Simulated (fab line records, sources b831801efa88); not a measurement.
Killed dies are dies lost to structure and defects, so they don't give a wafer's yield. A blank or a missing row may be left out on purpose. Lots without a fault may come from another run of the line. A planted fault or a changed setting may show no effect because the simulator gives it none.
Which tool did it? | flow sky130 | 24 lots, 72 wafers sampled, at 6 steps of a route of 708

WHAT THE GAUGES READ, wafer by wafer
SKY_VT_ADJUST_HVTR_CD_MEAS_07: target cd 380 nm. Usual: cd_nm 379.8 nm, standard deviation 2.6.
lot  | measured     | on        | cd_nm (nm)        | flag
L074 | day 9 11:36  | cd_sem-01 | 381.3 382.9 382.8 |
L075 | day 9 15:44  | cd_sem-01 | 376.1 375.0 377.1 |
L076 | day 10 03:17 | cd_sem-01 | 379.5 379.4 380.1 |
L077 | day 10 06:59 | cd_sem-02 | 380.1 378.6 378.4 |
L078 | day 10 17:19 | cd_sem-02 | 378.6 383.1 382.1 |
L079 | day 10 20:25 | cd_sem-01 | 377.4 378.1 377.1 |
L080 | day 11 04:38 | cd_sem-01 | 379.9 379.8 376.6 |
L081 | day 11 14:21 | cd_sem-01 | 382.3 380.2 381.0 |
L082 | day 11 22:26 | cd_sem-02 | 376.7 378.0 377.2 |
L083 | day 12 04:11 | cd_sem-01 | 377.2 376.5 378.9 |
L084 | day 12 12:23 | cd_sem-02 | 381.7 382.8 382.9 |
L085 | day 12 15:40 | cd_sem-01 | 379.7 380.6 378.8 |
L086 | day 13 03:43 | cd_sem-01 | 381.3 382.7 380.5 |
L087 | day 13 16:49 | cd_sem-02 | 376.9 378.2 378.1 |
L088 | day 13 22:45 | cd_sem-02 | 383.6 383.0 382.9 |
L089 | day 13 23:03 | cd_sem-01 | 381.7 379.7 382.6 |
L090 | day 14 08:42 | cd_sem-01 | 376.3 378.0 378.4 |
L091 | day 14 18:21 | cd_sem-01 | 378.7 378.4 381.9 |
L092 | day 15 04:32 | cd_sem-01 | 376.2 374.5 375.9 |
L093 | day 15 10:27 | cd_sem-01 | 379.1 377.6 377.3 |
L094 | day 15 17:41 | cd_sem-02 | 375.6 378.6 379.0 |
L095 | day 16 03:52 | cd_sem-01 | 380.5 382.4 381.7 |
L096 | day 16 11:13 | cd_sem-01 | 384.1 383.0 383.1 |
L097 | day 17 00:02 | cd_sem-02 | 383.8 383.1 385.2 |

SKY_SONOS_ONO_THK_MEAS_03. Usual: SONOS_ONO_CVD_02_THK 10.48 nm, standard deviation 0.12.
lot  | measured     | on            | SONOS_ONO_CVD_02_THK (nm) | flag
L074 | day 11 14:32 | film_metro-04 | 10.36 10.36 10.37         |
L075 | day 11 18:10 | film_metro-04 | 10.62 10.42 10.54         |
L076 | day 12 06:19 | film_metro-01 | 10.53 10.47 10.53         |
L077 | day 12 10:59 | film_metro-02 | 10.33 10.40 10.40         |
L078 | day 12 22:54 | film_metro-02 | 10.44 10.51 10.39         |
L079 | day 13 02:56 | film_metro-01 | 10.76 10.64 10.50         |
L080 | day 13 11:40 | film_metro-04 | 10.72 10.66 10.56         |
L081 | day 13 23:10 | film_metro-04 | 10.34 10.50 10.36         |
L082 | day 14 04:13 | film_metro-02 | 10.50 10.49 10.55         |
L083 | day 14 11:10 | film_metro-01 | 10.65 10.58 10.63         |
L084 | day 14 20:49 | film_metro-02 | 10.62 10.68 10.59         |
L085 | day 15 01:13 | film_metro-04 | 10.46 10.52 10.53         |
L086 | day 15 14:16 | film_metro-01 | 10.23 10.21 10.15         |
L087 | day 16 03:06 | film_metro-01 | 10.43 10.36 10.32         |
L088 | day 16 10:17 | film_metro-01 | 10.50 10.33 10.59         |
L089 | day 16 10:17 | film_metro-02 | 10.55 10.66 10.64         |
L090 | day 16 19:32 | film_metro-01 | 10.41 10.40 10.40         |
L091 | day 17 07:34 | film_metro-04 | 10.36 10.38 10.33         |
L092 | day 17 16:29 | film_metro-01 | 10.34 10.51 10.40         |
L093 | day 18 00:35 | film_metro-04 | 10.26 10.36 10.33         |
L094 | day 18 08:53 | film_metro-01 | 10.50 10.56 10.39         |
L095 | day 18 16:40 | film_metro-04 | 10.65 10.52 10.52         |
L096 | day 19 03:54 | film_metro-04 | 10.54 10.54 10.58         |
L097 | day 19 15:41 | film_metro-04 | 10.51 10.40 10.43         |

SKY_METAL4_CD_MEAS_13: target cd 300 nm. Usual: cd_nm 300.0 nm, standard deviation 1.6.
lot  | measured     | on        | cd_nm (nm)        | flag
L074 | day 41 19:14 | cd_sem-01 | 299.8 299.9 301.1 |
L075 | day 41 21:23 | cd_sem-01 | 300.1 300.5 300.0 |
L076 | day 42 12:17 | cd_sem-02 | 300.6 301.5 299.6 |
L077 | day 42 14:39 | cd_sem-01 | 300.1 300.3 299.6 |
L078 | day 42 23:46 | cd_sem-02 | 298.2 300.0 299.1 |
L079 | day 42 23:55 | cd_sem-01 | 300.5 299.5 300.3 |
L080 | day 43 14:35 | cd_sem-01 | 300.3 300.4 300.3 |
L081 | day 43 21:14 | cd_sem-02 | 297.9 298.0 298.4 |
L082 | day 44 02:03 | cd_sem-01 | 300.0 301.7 300.1 |
L083 | day 44 08:24 | cd_sem-01 | 298.5 297.2 297.3 |
L084 | day 44 14:56 | cd_sem-01 | 299.6 301.1 300.4 |
L085 | day 44 18:26 | cd_sem-01 | 302.6 302.9 303.7 |
L086 | day 45 07:10 | cd_sem-01 | 300.0 299.5 298.2 |
L087 | day 45 19:31 | cd_sem-01 | 301.5 302.0 303.8 |
L088 | day 45 23:47 | cd_sem-01 | 299.8 300.9 298.8 |
L089 | day 45 23:26 | cd_sem-02 | 300.4 301.1 300.3 |
L090 | day 46 02:41 | cd_sem-01 | 301.9 301.5 301.5 |
L091 | day 46 12:56 | cd_sem-01 | 297.7 297.2 298.3 |
L092 | day 46 21:00 | cd_sem-01 | 298.3 299.1 298.1 |
L093 | day 46 23:07 | cd_sem-02 | 299.0 297.7 299.3 |
L094 | day 47 04:48 | cd_sem-01 | 302.0 302.6 303.1 |
L095 | day 47 11:57 | cd_sem-02 | 299.8 299.5 300.5 |
L096 | day 47 18:01 | cd_sem-02 | 298.0 298.1 299.7 |
L097 | day 48 01:32 | cd_sem-02 | 299.7 300.4 298.8 |

SKY_PAD_OPEN_BOW_MEAS_13. Usual: PAD_OPEN_BOW 49 um, standard deviation 8.7.
lot  | measured     | on            | PAD_OPEN_BOW (um) | flag
L074 | day 45 20:47 | film_metro-03 | 48 53 40          |
L075 | day 45 21:50 | film_metro-03 | 43 42 45          |
L076 | day 46 11:40 | film_metro-03 | 55 74 48          |
L077 | day 46 12:54 | film_metro-04 | 43 41 35          |
L078 | day 46 21:47 | film_metro-01 | 45 45 30          |
L079 | day 46 22:16 | film_metro-04 | 58 49 46          |
L080 | day 47 09:32 | film_metro-01 | 52 54 36          |
L081 | day 47 17:02 | film_metro-03 | 42 38 44          |
L082 | day 47 20:08 | film_metro-03 | 54 59 58          |
L083 | day 48 00:32 | film_metro-01 | 64 59 65          |
L084 | day 48 05:56 | film_metro-03 | 50 60 44          |
L085 | day 48 09:12 | film_metro-01 | 54 54 43          |
L086 | day 48 20:51 | film_metro-03 | 58 51 55          |
L087 | day 49 07:16 | film_metro-03 | 44 49 41          |
L088 | day 49 11:56 | film_metro-04 | 55 45 41          |
L089 | day 49 10:38 | film_metro-01 | 49 47 59          |
L090 | day 49 14:26 | film_metro-04 | 51 54 49          |
L091 | day 49 22:04 | film_metro-01 | 49 53 47          |
L092 | day 50 06:09 | film_metro-03 | 51 43 45          |
L093 | day 50 07:38 | film_metro-03 | 29 34 35          |
L094 | day 50 10:23 | film_metro-03 | 46 58 43          |
L095 | day 50 17:08 | film_metro-04 | 45 51 51          |
L096 | day 50 23:10 | film_metro-03 | 51 47 35          |
L097 | day 51 03:02 | film_metro-01 | 47 44 35          |

WHICH TOOL RAN EACH LOT (tool, then ch and the chambers of the sampled wafers, then the start)
lot  | SKY_CONTACT_CVD_00              | SKY_METAL2_SPUTTER_01
L074 | pecvd-02 ch 0,1,2, day 30 10:47 | pvd_sputter-02, day 34 01:26
L075 | pecvd-02 ch 1,2, day 30 13:42   | pvd_sputter-02, day 34 03:33
L076 | pecvd-02 ch 0,1,2, day 31 06:14 | pvd_sputter-04, day 34 20:14
L077 | pecvd-03 ch 0,1,2, day 31 10:18 | pvd_sputter-04, day 35 00:28
L078 | pecvd-03 ch 0,1,2, day 31 20:34 | pvd_sputter-03, day 35 10:01
L079 | pecvd-04 ch 0,2, day 31 23:32   | pvd_sputter-04, day 35 12:17
L080 | pecvd-04 ch 0,1,2, day 32 14:38 | pvd_sputter-03, day 36 03:09
L081 | pecvd-03 ch 0,1,2, day 32 22:56 | pvd_sputter-03, day 36 10:35
L082 | pecvd-02 ch 0,1, day 33 02:47   | pvd_sputter-02, day 36 15:02
L083 | pecvd-03 ch 0,2, day 33 10:52   | pvd_sputter-04, day 36 22:52
L084 | pecvd-02 ch 1,2, day 33 18:18   | pvd_sputter-04, day 37 05:59
L085 | pecvd-02 ch 0,2, day 34 00:05   | pvd_sputter-03, day 37 11:08
L086 | pecvd-04 ch 0,2, day 34 12:42   | pvd_sputter-04, day 38 00:34
L087 | pecvd-02 ch 0,1,2, day 35 03:04 | pvd_sputter-02, day 38 13:38
L088 | pecvd-04 ch 0,1,2, day 35 10:15 | pvd_sputter-02, day 38 21:18
L089 | pecvd-02 ch 0,1, day 35 09:16   | pvd_sputter-04, day 38 21:04
L090 | pecvd-03 ch 0,2, day 35 15:58   | pvd_sputter-02, day 39 02:40
L091 | pecvd-03 ch 0,2, day 36 02:10   | pvd_sputter-03, day 39 12:10
L092 | pecvd-02 ch 0,1, day 36 12:19   | pvd_sputter-04, day 39 21:23
L093 | pecvd-03 ch 0,2, day 36 16:40   | pvd_sputter-02, day 40 01:47
L094 | pecvd-03 ch 0,1,2, day 36 23:57 | pvd_sputter-04, day 40 08:28
L095 | pecvd-04 ch 0,1,2, day 37 07:54 | pvd_sputter-02, day 40 16:02
L096 | pecvd-02 ch 0,2, day 37 15:17   | pvd_sputter-02, day 40 23:22
L097 | pecvd-04 ch 1,2, day 38 02:20   | pvd_sputter-03, day 41 09:29
- SKY_CONTACT_CVD_00: deposits Si3N4, target thk 75 nm.
- SKY_METAL2_SPUTTER_01: material TiN, target thk 20 nm, time 16.7 s.

WHAT THE TOOLS THEMSELVES READ (means of the sampled wafers that have a number; where no wafer has one, the mark that the record gives instead)
SKY_CONTACT_CVD_00. Usual: heater_power_w 691 W, standard deviation 86.
lot  | tool     | heater_power_w (W) | flag
L074 | pecvd-02 | 752                |
L075 | pecvd-02 | 694                |
L076 | pecvd-02 | 729                |
L077 | pecvd-03 | 657                |
L078 | pecvd-03 | 691                |
L079 | pecvd-04 | 648                |
L080 | pecvd-04 | 643                |
L081 | pecvd-03 | 695                |
L082 | pecvd-02 | 684                |
L083 | pecvd-03 | 796                |
L084 | pecvd-02 | 664                |
L085 | pecvd-02 | 655                |
L086 | pecvd-04 | 653                |
L087 | pecvd-02 | 709                |
L088 | pecvd-04 | 640                |
L089 | pecvd-02 | 748                |
L090 | pecvd-03 | 726                |
L091 | pecvd-03 | 778                |
L092 | pecvd-02 | 731                |
L093 | pecvd-03 | 762                |
L094 | pecvd-03 | 724                |
L095 | pecvd-04 | 681                |
L096 | pecvd-02 | 725                |
L097 | pecvd-04 | 574                |

SKY_METAL2_SPUTTER_01. Usual: throttle_valve_pct 29.8 %, standard deviation 1.2.
lot  | tool           | throttle_valve_pct (%) | flag
L074 | pvd_sputter-02 | 31.0                   |
L075 | pvd_sputter-02 | 29.1                   |
L076 | pvd_sputter-04 | 29.9                   |
L077 | pvd_sputter-04 | 29.8                   |
L078 | pvd_sputter-03 | 29.7                   |
L079 | pvd_sputter-04 | 29.4                   |
L080 | pvd_sputter-03 | 29.7                   |
L081 | pvd_sputter-03 | 29.8                   |
L082 | pvd_sputter-02 | 28.1                   |
L083 | pvd_sputter-04 | 30.2                   |
L084 | pvd_sputter-04 | 30.1                   |
L085 | pvd_sputter-03 | 29.4                   |
L086 | pvd_sputter-04 | 30.9                   |
L087 | pvd_sputter-02 | 29.1                   |
L088 | pvd_sputter-02 | 28.6                   |
L089 | pvd_sputter-04 | 30.8                   |
L090 | pvd_sputter-02 | 28.6                   |
L091 | pvd_sputter-03 | 29.7                   |
L092 | pvd_sputter-04 | 30.1                   |
L093 | pvd_sputter-02 | 29.2                   |
L094 | pvd_sputter-04 | 31.0                   |
L095 | pvd_sputter-02 | 29.3                   |
L096 | pvd_sputter-02 | 28.5                   |
L097 | pvd_sputter-03 | 29.7                   |

THE ANSWER, worked out from the rows above alone
Rule: a lot is off if the mean of its wafers that have a number lies more than 3 standard deviations from the usual mean. A lot without any number at a reading at which 4 lots or more have one is off too. The other lots that the step has rows for count as sound. The gauges are gone through in route order, then the tools' own readings, and for those a lot's mean is taken as printed above. The first step at which some lot is off is used, and at that step the reading that is off furthest; a lot without a number counts as furthest.
No lot is off at any reading shown: from this, nothing can be told.

WHAT THE SIMULATOR HAD PUT IN
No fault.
